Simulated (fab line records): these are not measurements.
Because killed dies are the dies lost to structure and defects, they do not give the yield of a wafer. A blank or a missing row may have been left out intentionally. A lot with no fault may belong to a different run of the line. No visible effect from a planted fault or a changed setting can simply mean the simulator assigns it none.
fab line records	flow sky130
record: lots: 5	wafers: 15	last-day: 49
route steps=708 shown VT_ADJUST_LVTN@111 VT_ADJUST_NCORE@119 VT_ADJUST_HVTR@131 VT_ADJUST_PCH@143
lots that met no fault: from a run of the same line without faults
start-h: the number of hours between the record's first day and the start of the first shown wafer of the lot	wait-h: hours elapsed since this lot's preceding step	" unchanged from the row above	L1.1+2: a single row standing in for several wafers	- either no value or no given start	* or withheld: withheld	< > ~ a bound
route shown NAME@n: NAME is a module with steps in the file, n the number in the route of the first one	usual: mean and standard deviation over wafers with no fault	same: alike in all rows	chamber/n: place in a boat	sites: readings site by site	_std_site: their standard deviation	_edge_site: mean of outer sites minus mean of inner sites	radius-mm: for every site, how far away it sits from the centre of the wafer	mask NAME#n: copy n	behind: the last tool/chamber to shape the wafer	hold: what put the lot on hold/how long, in hours/how the hold closed	device: the n, p or np transistor that did not switch	end of line: tests of these same wafers at the route's end	a step given without rows: its recipe and nothing more	killed: the dies lost at the first sort to structure and to defects; this is not the yield of the wafer	map: shows each die of a wafer: x if killed, . if not, _ if none is there
set.NAME: the run value of the setting; set.NAME@STEP: its run value at that earlier step	model.NAME: the simulator's own value behind a step, which no gauge read
lots at selected steps of the route; one table per step, one row per wafer
services: a tool's chamber out of use, with start hour (start-h, from the record's first day; less than 0 if before it), hours out, and reason
== steps ==
step: SKY_VT_ADJUST_LVTN_SOFTBAKE_14
recipe: temp-c: 90	time-s: 60	resist: NOVOLAK
usual: heater-power-total-W: 56.59/0.042
lot.wafer	tool	chamber	start-h	wait-h	heater-power-total-W
L075.2	litho-track-01	0	155.03	0.1	56.66
L075.5	"	0	"	"	56.62
L075.6	"	0	"	"	56.57
L083.1	litho-track-01	0	205.75	0.1	56.58
L083.4	"	0	"	"	56.63
L083.6	"	0	"	"	56.56
L089.1	litho-track-03	0	254.43	0.1	56.64
L089.2	"	0	"	"	56.60
L089.4	"	0	"	"	56.64
L091.1	litho-track-03	0	280.43	0.1	56.62
L091.4	"	0	"	"	56.57
L091.6	"	0	"	"	56.63
L093.2	litho-track-03	0	288.66	0.1	56.61
L093.3	"	0	"	"	56.54
L093.5	"	0	"	"	56.49
step: SKY_VT_ADJUST_LVTN_EXPOSE_15
recipe: mask-id: HVN_STD_DERIVED	na: 0.6	source-shape: conventional	sigma-outer: 0.6	polarization: unpolarized	target-cd-nm: 600	dose-mj: 163
usual: stage-vel-mm-s: 499.96/0.24
same: na: 0.6
lot.wafer	tool	chamber	start-h	wait-h	mask	stage-vel-mm-s
L075.2	iline-stepper-01	0	-	-	HVN_STD_DERIVED#0	499.73
L075.5	"	0	"	"	HVN_STD_DERIVED#0	499.88
L075.6	"	0	"	"	HVN_STD_DERIVED#0	499.92
L083.1	iline-stepper-01	0	-	-	HVN_STD_DERIVED#0	499.88
L083.4	"	0	"	"	HVN_STD_DERIVED#0	500.35
L083.6	"	0	"	"	HVN_STD_DERIVED#0	500.24
L089.1	iline-stepper-02	0	-	-	HVN_STD_DERIVED#0	500.05
L089.2	"	0	"	"	HVN_STD_DERIVED#0	499.46
L089.4	"	0	"	"	HVN_STD_DERIVED#0	499.85
L091.1	iline-stepper-01	0	-	-	HVN_STD_DERIVED#0	499.95
L091.4	"	0	"	"	HVN_STD_DERIVED#0	500.28
L091.6	"	0	"	"	HVN_STD_DERIVED#0	499.94
L093.2	iline-stepper-01	0	-	-	HVN_STD_DERIVED#0	499.77
L093.3	"	0	"	"	HVN_STD_DERIVED#0	499.41
L093.5	"	0	"	"	HVN_STD_DERIVED#0	500.03
step: SKY_VT_ADJUST_LVTN_PEB_16
recipe: temp-c: withheld	time-s: *	resist: NOVOLAK
lot.wafer	tool	chamber	start-h	wait-h
L075.2+5+6	litho-track-01	0	-	-
L083.1+4+6	litho-track-01	0	-	-
L089.1+2+4	litho-track-02	0	-	-
L091.1+4+6	litho-track-03	0	-	-
L093.2+3+5	litho-track-02	0	-	-
step: SKY_VT_ADJUST_LVTN_DEVELOP_17
recipe: resist: NOVOLAK	developer: TMAH	develop-time-s: 60	dev-temp-c: 23
lot.wafer	tool	chamber	start-h	wait-h
L075.2+5+6	litho-track-01	0	165.63	0.1
L083.1+4+6	litho-track-01	0	216.95	0.1
L089.1+2+4	litho-track-02	0	266.03	0.1
L091.1+4+6	litho-track-03	0	290.88	0.1
L093.2+3+5	litho-track-02	0	298.85	0.1
step: SKY_VT_ADJUST_LVTN_OVL_MEAS_18
usual: VT_ADJUST_LVTN_01_OVL: -0.7/1.4
lot.wafer	tool	chamber	start-h	wait-h	VT_ADJUST_LVTN_01_OVL[nm]
L075.2	overlay-01	-	165.76	0.1	-3.6
L075.5	"	-	"	"	-2.6
L075.6	"	-	"	"	-2.9
L083.1	overlay-02	-	217.10	0.1	-1.1
L083.4	"	-	"	"	2.1
L083.6	"	-	"	"	2.3
L089.1	overlay-02	-	266.18	0.1	-3.7
L089.2	"	-	"	"	-3.7
L089.4	"	-	"	"	-2.3
L091.1	overlay-02	-	291.03	0.1	0.6
L091.4	"	-	"	"	0.2
L091.6	"	-	"	"	-1.4
L093.2	overlay-02	-	298.98	0.1	-1.5
L093.3	"	-	"	"	-1.3
L093.5	"	-	"	"	-2.6
step: SKY_VT_ADJUST_LVTN_IMPLANT_19
recipe: species: B	energy-kev: 30	dose-cm2: 6.5e+11	tilt-deg: withheld
usual: beam-on-s: 9.99/0.19	dose-ions-cm2: 6.499e+11/7.1e+08
lot.wafer	tool	chamber	start-h	wait-h	beam-on-s	dose-ions-cm2
L075.2	implanter-01	0	165.81	0.0	10.12	6.508e+11
L075.5	"	0	"	"	9.98	6.499e+11
L075.6	"	0	"	"	9.60	6.497e+11
L083.1	implanter-01	0	217.14	0.0	9.90	6.503e+11
L083.4	"	0	"	"	9.87	6.497e+11
L083.6	"	0	"	"	10.15	6.502e+11
L089.1	implanter-02	0	266.21	0.0	10.05	6.51e+11
L089.2	"	0	"	"	10.15	6.5e+11
L089.4	"	0	"	"	9.85	6.515e+11
L091.1	implanter-02	0	291.07	0.0	9.75	6.507e+11
L091.4	"	0	"	"	10.01	6.492e+11
L091.6	"	0	"	"	9.99	6.5e+11
L093.2	implanter-01	0	299.04	0.0	10.04	6.506e+11
L093.3	"	0	"	"	10.12	6.5e+11
L093.5	"	0	"	"	9.70	6.504e+11
step: SKY_VT_ADJUST_LVTN_STRIP_20
recipe: chemistry: O2/N2	power-w: 1400	pressure-mtorr: 1500	platen-temp-c: withheld	o2-flow-sccm: 3000	n2-flow-sccm: 300	overash-fraction: 0.5
usual: drypump-motor-current-A: 5.7/0.58	oes-product-au: 0.715/0.0048	strip-time-to-endpoint-s: 14.21/0.043
same: overash-fraction: 0.5
lot.wafer	tool	chamber	start-h	wait-h	drypump-motor-current-A	oes-product-au	rf-hours-counter-h	strip-time-to-endpoint-s
L075.2	plasma-asher-04	1	165.94	0.1	5.5	0.721	35	14.23
L075.5	"	0	"	"	6.4	0.713	-	14.18
L075.6	"	1	"	"	5.5	0.706	-	14.26
L083.1	plasma-asher-04	1	217.29	0.1	5.4	0.721	40	14.20
L083.4	"	1	"	"	5.4	0.715	-	14.24
L083.6	"	1	"	"	5.4	0.712	-	14.25
L089.1	plasma-asher-01	1	266.36	0.1	6.4	0.712	59	14.16
L089.2	"	0	"	"	4.9	0.705	59	14.18
L089.4	"	0	"	"	5.0	0.719	-	14.15
L091.1	plasma-asher-04	0	291.22	0.1	6.4	0.725	47	14.23
L091.4	"	0	"	"	6.4	0.720	-	14.24
L091.6	"	0	"	"	6.4	0.712	-	14.22
L093.2	plasma-asher-04	1	299.16	0.1	5.5	0.714	48	14.15
L093.3	"	0	"	"	6.4	0.718	-	14.17
L093.5	"	0	"	"	6.4	0.721	-	14.18
step: SKY_VT_ADJUST_LVTN_TW_MEAS_21
usual: VT_ADJUST_LVTN_2_TW: 187.1/1.4
lot.wafer	tool	chamber	start-h	wait-h	VT_ADJUST_LVTN_2_TW
L075.2	film-metro-04	-	166.05	0.1	184.4
L075.5	"	-	"	"	185.8
L075.6	"	-	"	"	185.7
L083.1	film-metro-03	-	217.39	0.1	187.0
L083.4	"	-	"	"	186.7
L083.6	"	-	"	"	187.6
L089.1	film-metro-04	-	266.46	0.1	186.5
L089.2	"	-	"	"	186.4
L089.4	"	-	"	"	185.4
L091.1	film-metro-02	-	291.32	0.1	188.1
L091.4	"	-	"	"	188.7
L091.6	"	-	"	"	187.7
L093.2	film-metro-02	-	299.27	0.1	189.5
L093.3	"	-	"	"	188.0
L093.5	"	-	"	"	188.2
step: SKY_VT_ADJUST_NCORE_DEHYDRATE_00
recipe: temp-c: 200	time-s: 60
usual: heater-power-total-W: 160.37/0.12
lot.wafer	tool	chamber	start-h	wait-h	heater-power-total-W
L075.2	litho-track-01	0	174.63	8.6	160.30
L075.5	"	0	"	"	160.28
L075.6	"	0	"	"	160.48
L083.1	litho-track-01	0	227.75	10.4	160.35
L083.4	"	0	"	"	160.36
L083.6	"	0	"	"	160.33
L089.1	litho-track-04	0	277.64	11.2	160.25
L089.2	"	0	"	"	160.42
L089.4	"	0	"	"	160.21
L091.1	litho-track-04	0	301.39	10.1	160.40
L091.4	"	0	"	"	160.48
L091.6	"	0	"	"	160.48
L093.2	litho-track-04	0	310.07	10.8	160.39
L093.3	"	0	"	"	160.11
L093.5	"	0	"	"	160.25
step: SKY_VT_ADJUST_NCORE_HMDS_01
recipe: prime-time-s: 60	prime-temp-c: 120
lot.wafer	tool	chamber	start-h	wait-h
L075.2+5+6	litho-track-01	0	174.78	0.1
L083.1+4+6	litho-track-01	0	227.90	0.1
L089.1+2+4	litho-track-04	0	277.79	0.1
L091.1+4+6	litho-track-04	0	301.54	0.1
L093.2+3+5	litho-track-04	0	310.22	0.1
step: SKY_VT_ADJUST_NCORE_COAT_02
recipe: resist: NOVOLAK	spin-rpm: 3000	resist-thk-nm: 1140
lot.wafer	tool	chamber	start-h	wait-h
L075.2+5+6	litho-track-01	0	174.93	0.1
L083.1+4+6	litho-track-01	0	228.05	0.1
L089.1+2+4	litho-track-04	0	277.94	0.1
L091.1+4+6	litho-track-04	0	301.69	0.1
L093.2+3+5	litho-track-04	0	310.37	0.1
step: SKY_VT_ADJUST_NCORE_SOFTBAKE_03
recipe: temp-c: 90	time-s: 60	resist: NOVOLAK
usual: heater-power-total-W: 56.59/0.043
lot.wafer	tool	chamber	start-h	wait-h	heater-power-total-W
L075.2	litho-track-01	0	175.08	0.1	56.53
L075.5	"	0	"	"	56.60
L075.6	"	0	"	"	56.54
L083.1	litho-track-01	0	228.20	0.1	56.55
L083.4	"	0	"	"	56.63
L083.6	"	0	"	"	56.63
L089.1	litho-track-04	0	278.09	0.1	56.56
L089.2	"	0	"	"	56.63
L089.4	"	0	"	"	56.59
L091.1	litho-track-04	0	301.84	0.1	56.58
L091.4	"	0	"	"	56.60
L091.6	"	0	"	"	56.60
L093.2	litho-track-04	0	310.52	0.1	56.63
L093.3	"	0	"	"	56.56
L093.5	"	0	"	"	56.53
step: SKY_VT_ADJUST_NCORE_EXPOSE_04
recipe: mask-id: LVTN_COMPLEMENT_THIN	na: 0.6	source-shape: conventional	sigma-outer: 0.6	polarization: unpolarized	target-cd-nm: 380	dose-mj: 139
usual: stage-vel-mm-s: 500.07/0.28
same: na: 0.6
lot.wafer	tool	chamber	start-h	wait-h	mask	stage-vel-mm-s
L075.2	iline-stepper-01	0	-	-	LVTN_COMPLEMENT_THIN#0	499.75
L075.5	"	0	"	"	LVTN_COMPLEMENT_THIN#0	500.35
L075.6	"	0	"	"	LVTN_COMPLEMENT_THIN#0	499.97
L083.1	iline-stepper-02	0	-	-	LVTN_COMPLEMENT_THIN#0	500.11
L083.4	"	0	"	"	LVTN_COMPLEMENT_THIN#0	500.02
L083.6	"	0	"	"	LVTN_COMPLEMENT_THIN#0	500.00
L089.1	iline-stepper-01	0	-	-	LVTN_COMPLEMENT_THIN#0	500.39
L089.2	"	0	"	"	LVTN_COMPLEMENT_THIN#0	500.37
L089.4	"	0	"	"	LVTN_COMPLEMENT_THIN#0	500.11
L091.1	iline-stepper-01	0	-	-	LVTN_COMPLEMENT_THIN#0	500.32
L091.4	"	0	"	"	LVTN_COMPLEMENT_THIN#0	500.00
L091.6	"	0	"	"	LVTN_COMPLEMENT_THIN#0	500.35
L093.2	iline-stepper-01	0	-	-	LVTN_COMPLEMENT_THIN#0	500.22
L093.3	"	0	"	"	LVTN_COMPLEMENT_THIN#0	500.70
L093.5	"	0	"	"	LVTN_COMPLEMENT_THIN#0	500.56
step: SKY_VT_ADJUST_NCORE_PEB_05
recipe: temp-c: withheld	time-s: *	resist: NOVOLAK
lot.wafer	tool	chamber	start-h	wait-h
L075.2+5+6	litho-track-02	0	-	-
L083.1+4+6	litho-track-02	0	-	-
L089.1+2+4	litho-track-04	0	-	-
L091.1+4+6	litho-track-04	0	-	-
L093.2+3+5	litho-track-02	0	-	-
step: SKY_VT_ADJUST_NCORE_DEVELOP_06
recipe: resist: NOVOLAK	developer: TMAH	develop-time-s: 60	dev-temp-c: 23
lot.wafer	tool	chamber	start-h	wait-h
L075.2+5+6	litho-track-02	0	185.60	0.1
L083.1+4+6	litho-track-02	0	239.68	0.1
L089.1+2+4	litho-track-04	0	289.09	0.1
L091.1+4+6	litho-track-04	0	312.39	0.1
L093.2+3+5	litho-track-02	0	324.30	0.1
step: SKY_VT_ADJUST_NCORE_CD_MEAS_07
recipe: target-cd-nm: 380
usual: cd-nm: 379.7/2.3
lot.wafer	tool	chamber	start-h	wait-h	cd-nm
L075.2	cd-sem-01	-	185.75	0.1	382.4
L075.5	"	-	"	"	383.5
L075.6	"	-	"	"	382.3
L083.1	cd-sem-01	-	239.83	0.1	379.0
L083.4	"	-	"	"	379.1
L083.6	"	-	"	"	378.7
L089.1	cd-sem-02	-	289.24	0.1	380.1
L089.2	"	-	"	"	381.2
L089.4	"	-	"	"	380.4
L091.1	cd-sem-02	-	312.54	0.1	384.9
L091.4	"	-	"	"	381.8
L091.6	"	-	"	"	386.1
L093.2	cd-sem-01	-	324.44	0.1	375.7
L093.3	"	-	"	"	377.2
L093.5	"	-	"	"	378.7
step: SKY_VT_ADJUST_NCORE_OVL_MEAS_08
usual: VT_ADJUST_NCORE_OVL: -0.7/1.3
lot.wafer	tool	chamber	start-h	wait-h	VT_ADJUST_NCORE_OVL[nm]
L075.2	overlay-02	-	185.85	0.1	-2.1
L075.5	"	-	"	"	-1.6
L075.6	"	-	"	"	0.0
L083.1	overlay-01	-	239.95	0.1	1.1
L083.4	"	-	"	"	1.1
L083.6	"	-	"	"	-0.9
L089.1	overlay-01	-	289.36	0.1	-2.6
L089.2	"	-	"	"	-1.1
L089.4	"	-	"	"	-2.1
L091.1	overlay-01	-	312.66	0.1	0.4
L091.4	"	-	"	"	0.6
L091.6	"	-	"	"	1.8
L093.2	overlay-02	-	324.55	0.1	0.5
L093.3	"	-	"	"	-0.6
L093.5	"	-	"	"	-1.7
step: SKY_VT_ADJUST_NCORE_IMPLANT_09
recipe: species: B	energy-kev: 10	dose-cm2: 2.4e+12	tilt-deg: withheld
usual: beam-on-s: 9.99/0.21	dose-ions-cm2: 2.4004e+12/2.6e+09
lot.wafer	tool	chamber	start-h	wait-h	beam-on-s	dose-ions-cm2
L075.2	implanter-03	0	185.91	0.0	10.04	2.4035e+12
L075.5	"	0	"	"	9.92	2.3987e+12
L075.6	"	0	"	"	9.83	2.4024e+12
L083.1	implanter-02	0	239.98	0.0	10.14	2.4006e+12
L083.4	"	0	"	"	10.08	2.4008e+12
L083.6	"	0	"	"	10.18	2.4069e+12
L089.1	implanter-04	0	289.40	0.0	10.07	2.4037e+12
L089.2	"	0	"	"	9.90	2.4022e+12
L089.4	"	0	"	"	10.14	2.4014e+12
L091.1	implanter-02	0	312.73	0.1	9.91	2.4022e+12
L091.4	"	0	"	"	10.14	2.4014e+12
L091.6	"	0	"	"	10.02	2.4014e+12
L093.2	implanter-04	0	324.61	0.0	9.95	2.3993e+12
L093.3	"	0	"	"	9.84	2.3988e+12
L093.5	"	0	"	"	9.72	2.4022e+12
step: SKY_VT_ADJUST_NCORE_STRIP_10
recipe: chemistry: O2/N2	power-w: 1400	pressure-mtorr: 1500	platen-temp-c: withheld	o2-flow-sccm: 3000	n2-flow-sccm: 300	overash-fraction: 0.5
usual: drypump-motor-current-A: 5.6/0.34	oes-product-au: 0.716/0.0043	strip-time-to-endpoint-s: 14.19/0.046
same: overash-fraction: 0.5
lot.wafer	tool	chamber	start-h	wait-h	drypump-motor-current-A	oes-product-au	rf-hours-counter-h	strip-time-to-endpoint-s
L075.2	plasma-asher-02	1	186.03	0.1	5.8	0.713	6	14.19
L075.5	"	0	"	"	5.1	0.713	-	14.18
L075.6	"	1	"	"	5.8	0.715	-	14.17
L083.1	plasma-asher-03	0	240.13	0.1	5.6	0.727	56	14.28
L083.4	"	1	"	"	5.8	0.715	-	14.26
L083.6	"	1	"	"	5.9	0.715	-	14.31
L089.1	plasma-asher-04	0	289.55	0.1	6.4	0.717	47	14.16
L089.2	"	1	"	"	5.4	0.713	47	14.17
L089.4	"	0	"	"	6.4	0.722	-	14.15
L091.1	plasma-asher-02	1	312.88	0.1	5.8	0.712	19	14.18
L091.4	"	0	"	"	5.1	0.717	-	14.21
L091.6	"	0	"	"	5.1	0.715	-	14.20
L093.2	plasma-asher-03	0	324.73	0.1	5.5	0.723	64	14.18
L093.3	"	1	"	"	5.8	0.707	-	14.16
L093.5	"	0	"	"	5.6	0.715	-	14.22
step: SKY_VT_ADJUST_NCORE_TW_MEAS_11
usual: VT_ADJUST_NCORE_TW: 219.6/1.6
lot.wafer	tool	chamber	start-h	wait-h	VT_ADJUST_NCORE_TW
L075.2	film-metro-01	-	186.14	0.1	219.3
L075.5	"	-	"	"	219.8
L075.6	"	-	"	"	219.8
L083.1	film-metro-02	-	240.23	0.1	220.7
L083.4	"	-	"	"	220.5
L083.6	"	-	"	"	220.1
L089.1	film-metro-01	-	289.65	0.1	220.2
L089.2	"	-	"	"	221.4
L089.4	"	-	"	"	221.3
L091.1	film-metro-02	-	312.98	0.1	220.4
L091.4	"	-	"	"	220.3
L091.6	"	-	"	"	221.0
L093.2	film-metro-01	-	324.84	0.1	219.6
L093.3	"	-	"	"	220.0
L093.5	"	-	"	"	220.1
step: SKY_VT_ADJUST_HVTR_DEHYDRATE_00
recipe: temp-c: 200	time-s: 60
usual: heater-power-total-W: 160.36/0.12
lot.wafer	tool	chamber	start-h	wait-h	heater-power-total-W
L075.2	litho-track-03	0	196.26	10.1	160.11
L075.5	"	0	"	"	160.32
L075.6	"	0	"	"	160.51
L083.1	litho-track-03	0	251.38	11.1	160.42
L083.4	"	0	"	"	160.52
L083.6	"	0	"	"	160.44
L089.1	litho-track-04	0	299.54	9.9	160.34
L089.2	"	0	"	"	160.21
L089.4	"	0	"	"	160.40
L091.1	litho-track-02	0	326.82	13.8	160.50
L091.4	"	0	"	"	160.53
L091.6	"	0	"	"	160.22
L093.2	litho-track-04	0	337.87	13.0	160.20
L093.3	"	0	"	"	160.15
L093.5	"	0	"	"	160.33
step: SKY_VT_ADJUST_HVTR_HMDS_01
recipe: prime-time-s: 60	prime-temp-c: 120
lot.wafer	tool	chamber	start-h	wait-h
L075.2+5+6	litho-track-03	0	196.41	0.1
L083.1+4+6	litho-track-03	0	251.53	0.1
L089.1+2+4	litho-track-04	0	299.69	0.1
L091.1+4+6	litho-track-02	0	326.97	0.1
L093.2+3+5	litho-track-04	0	338.02	0.1
step: SKY_VT_ADJUST_HVTR_COAT_02
recipe: resist: NOVOLAK	spin-rpm: 3000	resist-thk-nm: 1140
lot.wafer	tool	chamber	start-h	wait-h
L075.2+5+6	litho-track-03	0	196.56	0.1
L083.1+4+6	litho-track-03	0	251.68	0.1
L089.1+2+4	litho-track-04	0	299.84	0.1
L091.1+4+6	litho-track-02	0	327.12	0.1
L093.2+3+5	litho-track-04	0	338.17	0.1
step: SKY_VT_ADJUST_HVTR_SOFTBAKE_03
recipe: temp-c: 90	time-s: 60	resist: NOVOLAK
usual: heater-power-total-W: 56.59/0.046
lot.wafer	tool	chamber	start-h	wait-h	heater-power-total-W
L075.2	litho-track-03	0	196.71	0.1	56.61
L075.5	"	0	"	"	56.62
L075.6	"	0	"	"	56.63
L083.1	litho-track-03	0	251.83	0.1	56.58
L083.4	"	0	"	"	56.57
L083.6	"	0	"	"	56.65
L089.1	litho-track-04	0	299.99	0.1	56.58
L089.2	"	0	"	"	56.57
L089.4	"	0	"	"	56.60
L091.1	litho-track-02	0	327.27	0.1	56.58
L091.4	"	0	"	"	56.58
L091.6	"	0	"	"	56.63
L093.2	litho-track-04	0	338.32	0.1	56.59
L093.3	"	0	"	"	56.60
L093.5	"	0	"	"	56.54
step: SKY_VT_ADJUST_HVTR_EXPOSE_04
recipe: mask-id: HVTRM	target-cd-nm: 380	na: 0.6	source-shape: conventional	sigma-outer: 0.6	dose-mj: 150
usual: stage-vel-mm-s: 499.97/0.26
same: na: 0.6
lot.wafer	tool	chamber	start-h	wait-h	mask	stage-vel-mm-s
L075.2	iline-stepper-01	0	-	-	HVTRM#0	500.12
L075.5	"	0	"	"	HVTRM#0	500.11
L075.6	"	0	"	"	HVTRM#0	500.09
L083.1	iline-stepper-02	0	-	-	HVTRM#0	499.84
L083.4	"	0	"	"	HVTRM#0	500.08
L083.6	"	0	"	"	HVTRM#0	500.37
L089.1	iline-stepper-02	0	-	-	HVTRM#0	499.92
L089.2	"	0	"	"	HVTRM#0	499.74
L089.4	"	0	"	"	HVTRM#0	499.98
L091.1	iline-stepper-02	0	-	-	HVTRM#0	499.92
L091.4	"	0	"	"	HVTRM#0	500.40
L091.6	"	0	"	"	HVTRM#0	499.89
L093.2	iline-stepper-02	0	-	-	HVTRM#0	499.91
L093.3	"	0	"	"	HVTRM#0	499.94
L093.5	"	0	"	"	HVTRM#0	499.60
step: SKY_VT_ADJUST_HVTR_PEB_05
recipe: temp-c: withheld	time-s: *	resist: NOVOLAK
lot.wafer	tool	chamber	start-h	wait-h
L075.2+5+6	litho-track-03	0	-	-
L083.1+4+6	litho-track-04	0	-	-
L089.1+2+4	litho-track-03	0	-	-
L091.1+4+6	litho-track-03	0	-	-
L093.2+3+5	litho-track-04	0	-	-
step: SKY_VT_ADJUST_HVTR_DEVELOP_06
recipe: develop-time-s: 60	dev-temp-c: 23
lot.wafer	tool	chamber	start-h	wait-h
L075.2+5+6	litho-track-03	0	207.01	0.1
L083.1+4+6	litho-track-04	0	263.84	0.1
L089.1+2+4	litho-track-03	0	310.78	0.1
L091.1+4+6	litho-track-03	0	340.68	0.1
L093.2+3+5	litho-track-04	0	350.57	0.1
step: SKY_VT_ADJUST_HVTR_CD_MEAS_07
recipe: target-cd-nm: 380
usual: cd-nm: 380.0/2.7
lot.wafer	tool	chamber	start-h	wait-h	cd-nm
L075.2	cd-sem-02	-	207.15	0.1	377.9
L075.5	"	-	"	"	378.2
L075.6	"	-	"	"	376.7
L083.1	cd-sem-02	-	263.99	0.1	380.6
L083.4	"	-	"	"	379.2
L083.6	"	-	"	"	382.3
L089.1	cd-sem-01	-	310.93	0.1	381.5
L089.2	"	-	"	"	381.7
L089.4	"	-	"	"	381.3
L091.1	cd-sem-01	-	340.83	0.1	382.5
L091.4	"	-	"	"	383.6
L091.6	"	-	"	"	383.7
L093.2	cd-sem-01	-	350.71	0.1	377.5
L093.3	"	-	"	"	379.2
L093.5	"	-	"	"	378.3
step: SKY_VT_ADJUST_HVTR_OVL_MEAS_08
usual: VT_ADJUST_HVTR_OVL: -0.9/1.4
lot.wafer	tool	chamber	start-h	wait-h	VT_ADJUST_HVTR_OVL[nm]
L075.2	overlay-02	-	207.26	0.1	-1.2
L075.5	"	-	"	"	-0.9
L075.6	"	-	"	"	-1.7
L083.1	overlay-01	-	264.11	0.1	0.2
L083.4	"	-	"	"	-3.8
L083.6	"	-	"	"	0.8
L089.1	overlay-02	-	311.05	0.1	-0.6
L089.2	"	-	"	"	2.4
L089.4	"	-	"	"	0.9
L091.1	overlay-02	-	340.95	0.1	-2.6
L091.4	"	-	"	"	-1.6
L091.6	"	-	"	"	0.0
L093.2	overlay-02	-	350.82	0.1	-1.7
L093.3	"	-	"	"	-1.7
L093.5	"	-	"	"	-1.2
step: SKY_VT_ADJUST_HVTR_IMPLANT_09
recipe: species: B	energy-kev: 10	dose-cm2: 2.1e+12	tilt-deg: withheld
usual: beam-on-s: 9.99/0.19	dose-ions-cm2: 2.1005e+12/2.6e+09
lot.wafer	tool	chamber	start-h	wait-h	beam-on-s	dose-ions-cm2
L075.2	implanter-01	0	207.31	0.0	9.97	2.1045e+12
L075.5	"	0	"	"	9.94	2.0997e+12
L075.6	"	0	"	"	9.90	2.1023e+12
L083.1	implanter-02	0	264.15	0.0	10.45	2.098e+12
L083.4	"	0	"	"	9.82	2.1022e+12
L083.6	"	0	"	"	10.07	2.0986e+12
L089.1	implanter-02	0	311.09	0.0	9.84	2.1038e+12
L089.2	"	0	"	"	9.73	2.1038e+12
L089.4	"	0	"	"	10.03	2.1026e+12
L091.1	implanter-02	0	340.99	0.0	9.78	2.1041e+12
L091.4	"	0	"	"	10.16	2.1004e+12
L091.6	"	0	"	"	10.01	2.1007e+12
L093.2	implanter-03	0	350.88	0.0	10.03	2.1023e+12
L093.3	"	0	"	"	9.97	2.1005e+12
L093.5	"	0	"	"	10.14	2.1031e+12
step: SKY_VT_ADJUST_HVTR_STRIP_10
recipe: chemistry: O2/N2	power-w: 1400	pressure-mtorr: 1500	platen-temp-c: withheld	o2-flow-sccm: 3000	n2-flow-sccm: 300	overash-fraction: 0.5
usual: drypump-motor-current-A: 5.7/0.6	oes-product-au: 0.716/0.0049	strip-time-to-endpoint-s: 14.19/0.035
same: overash-fraction: 0.5
lot.wafer	tool	chamber	start-h	wait-h	drypump-motor-current-A	oes-product-au	rf-hours-counter-h	strip-time-to-endpoint-s
L075.2	plasma-asher-01	0	207.44	0.1	4.9	0.709	53	14.25
L075.5	"	0	"	"	5.0	0.715	-	14.18
L075.6	"	1	"	"	6.3	0.722	-	14.22
L083.1	plasma-asher-01	0	264.30	0.1	4.9	0.711	59	14.19
L083.4	"	0	"	"	5.0	0.727	-	14.20
L083.6	"	0	"	"	5.0	0.726	-	14.18
L089.1	plasma-asher-01	0	311.24	0.1	5.0	0.717	63	14.15
L089.2	"	1	"	"	6.4	0.719	63	14.17
L089.4	"	0	"	"	5.0	0.721	-	14.18
L091.1	plasma-asher-04	0	341.14	0.1	6.4	0.719	50	14.24
L091.4	"	1	"	"	5.5	0.717	-	14.22
L091.6	"	1	"	"	5.5	0.712	-	14.20
L093.2	plasma-asher-04	0	351.00	0.1	6.4	0.722	51	14.21
L093.3	"	0	"	"	6.4	0.709	-	14.19
L093.5	"	0	"	"	6.4	0.719	-	14.20
step: SKY_VT_ADJUST_HVTR_TW_MEAS_11
usual: VT_ADJUST_HVTR_TW: 210.0/1.9
lot.wafer	tool	chamber	start-h	wait-h	VT_ADJUST_HVTR_TW
L075.2	film-metro-01	-	207.55	0.1	212.2
L075.5	"	-	"	"	212.6
L075.6	"	-	"	"	213.1
L083.1	film-metro-03	-	264.40	0.1	209.7
L083.4	"	-	"	"	210.4
L083.6	"	-	"	"	210.6
L089.1	film-metro-03	-	311.34	0.1	208.4
L089.2	"	-	"	"	209.6
L089.4	"	-	"	"	210.5
L091.1	film-metro-03	-	341.24	0.1	208.5
L091.4	"	-	"	"	208.4
L091.6	"	-	"	"	208.3
L093.2	film-metro-03	-	351.11	0.1	208.3
L093.3	"	-	"	"	208.2
L093.5	"	-	"	"	207.4
step: SKY_VT_ADJUST_PCH_DEHYDRATE_00
recipe: temp-c: 200	time-s: 60
usual: heater-power-total-W: 160.39/0.14
lot.wafer	tool	chamber	start-h	wait-h	heater-power-total-W
L075.2	litho-track-01	0	217.78	10.2	160.39
L075.5	"	0	"	"	160.27
L075.6	"	0	"	"	160.23
L083.1	litho-track-03	0	275.83	11.4	160.59
L083.4	"	0	"	"	160.40
L083.6	"	0	"	"	160.54
L089.1	litho-track-03	0	324.13	12.8	160.51
L089.2	"	0	"	"	160.43
L089.4	"	0	"	"	160.27
L091.1	litho-track-04	0	352.84	11.6	160.42
L091.4	"	0	"	"	160.25
L091.6	"	0	"	"	160.57
L093.2	litho-track-04	0	364.77	13.6	160.37
L093.3	"	0	"	"	160.39
L093.5	"	0	"	"	160.33
== services ==
tool	chamber	start-h	hours	kind
plasma-asher-02	-	147.14	2.0	repair
implanter-03	-	147.65	37.8	pm
implanter-04	-	173.25	3.4	repair
litho-track-03	-	194.34	-	consumable-replace:filter
implanter-04	-	199.41	4.5	repair
iline-stepper-01	-	229.06	1.7	pm
plasma-asher-03	-	230.29	2.3	repair
implanter-01	-	236.72	6.0	pm
implanter-03	-	250.23	1.3	repair
iline-stepper-01	-	253.33	4.5	repair
plasma-asher-03	-	258.05	1.7	repair
implanter-04	-	260.05	4.1	pm
implanter-02	-	273.00	4.1	repair
plasma-asher-04	-	311.37	15.6	pm
litho-track-04	-	313.65	-	consumable-replace:filter
iline-stepper-01	-	313.72	0.7	repair
implanter-02	-	315.65	2.9	pm
iline-stepper-01	-	319.35	8.8	repair
implanter-01	-	325.81	1.2	repair
iline-stepper-02	-	328.16	1.7	pm
plasma-asher-02	-	347.39	0.9	repair
plasma-asher-02	-	350.72	3.0	repair
implanter-04	-	352.78	5.4	repair
implanter-03	-	362.13	0.9	repair
== key ==
fault none
